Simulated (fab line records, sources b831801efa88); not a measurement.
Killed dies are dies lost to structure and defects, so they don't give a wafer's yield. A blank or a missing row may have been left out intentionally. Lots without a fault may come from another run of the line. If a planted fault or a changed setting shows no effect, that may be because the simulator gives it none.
Which tool was responsible? + flow sky130 + 7 lots (21 wafers sampled), 1 step of a 708-step route

WHAT THE GAUGES SHOWED, per wafer
SKY_LDD_P_OVL_MEAS_08.
| lot  | measured     | on         | LDD_P_OVL (nm) |
|------|--------------|------------|----------------|
| L528 | day 19 18:19 | overlay-02 | 0.5 -0.7 -0.4  |
| L531 | day 20 07:55 | overlay-01 | 0.3 0.0 -0.8   |
| L532 | day 21 10:42 | overlay-01 | -1.8 0.7 -1.1  |
| L535 | day 21 22:59 | overlay-01 | 0.0 2.1 0.3    |
| L538 | day 23 15:16 | overlay-01 | -0.3 -0.2 -0.8 |
| L541 | day 24 08:08 | overlay-02 | 1.0 1.6 1.6    |
| L549 | day 26 18:37 | overlay-02 | 0.3 2.6 1.9    |

TOOL THAT RAN EACH LOT (tool first, then ch and the chambers of the sampled wafers, then the start)
Before these readings, the record contains no process step.

THE ANSWER, worked out from the rows above alone
Rule: what is usual is taken from the lots themselves. Put in order of their means at a reading, lots are off if they are a third of the lots or fewer, leave a main group of 4 or more, and stand apart from it by a gap of 3 or more times the standard deviation of the main group's means; of several such gaps the widest counts. If all means in a main group match to the digits the tables above print for the reading, that group is not used. Also off: a lot with no number at a reading for which 4 or more lots have one. Where the step has rows for the other lots, those lots are counted as sound.
None of the lots is off at any reading shown; this tells nothing.

WHAT THE SIMULATOR PUT IN
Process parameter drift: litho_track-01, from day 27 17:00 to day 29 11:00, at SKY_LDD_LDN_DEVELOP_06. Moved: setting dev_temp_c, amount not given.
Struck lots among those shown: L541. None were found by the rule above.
